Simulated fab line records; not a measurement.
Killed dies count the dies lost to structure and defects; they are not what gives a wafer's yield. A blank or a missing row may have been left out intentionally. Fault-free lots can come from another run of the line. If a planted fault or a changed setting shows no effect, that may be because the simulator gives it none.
Which tool is to blame?	flow gf180mcu	Sampling: 7 lots, 21 wafers, 2 of 602 route steps

## WHAT THE GAUGES READ, wafer by wafer
GF_M2_RS_MEAS_05: a four-point-probe measurement.
lot	measured	on	M2_ALCU_RS (ohm/sq)
L303	day 18 19:14	film_metro-02	0.0698 0.0684 0.0694
L306	day 20 08:31	film_metro-03	0.0679 0.0686 0.0694
L308	day 21 01:29	film_metro-02	0.0700 0.0708 0.0714
L310	day 21 17:29	film_metro-01	0.0695 0.0688 0.0688
L313	day 22 16:56	film_metro-02	0.0685 0.0689 0.0695
L316	day 23 16:40	film_metro-02	0.0703 0.0701 0.0702
L318	day 24 09:58	film_metro-01	0.0698 0.0702 0.0701

## WHAT TOOL EACH LOT RAN ON (gives the tool, then ch and the chambers of the sampled wafers, and finally the start)
lot	GF_M2_SPUTTER_03
L303	pvd_sputter-04, day 18 19:11
L306	pvd_sputter-01, day 20 08:25
L308	pvd_sputter-04, day 21 01:23
L310	pvd_sputter-04, day 21 17:22
L313	pvd_sputter-01, day 22 16:52
L316	pvd_sputter-03, day 23 16:34
L318	pvd_sputter-03, day 24 09:53
- GF_M2_SPUTTER_03: material Ti, target thk 10 nm, time 6.7 s.

## THE ANSWER, worked out from the rows above alone
Rule: the usual values come from the lots themselves. Put in order of their means at a reading, lots are off if they are a third of the lots or fewer, leave a main group of 4 or more, and stand apart from it by a gap of 3 or more times the standard deviation of the main group's means; of several such gaps the widest counts. Not used: any main group whose means are identical at the precision the tables above print for the reading. Also off: a lot with no number at a reading for which 4 or more lots have one. All remaining lots with rows at the step are treated as sound.
None of the lots is off at any reading shown; this tells nothing.

## WHAT THE SIMULATOR PUT IN
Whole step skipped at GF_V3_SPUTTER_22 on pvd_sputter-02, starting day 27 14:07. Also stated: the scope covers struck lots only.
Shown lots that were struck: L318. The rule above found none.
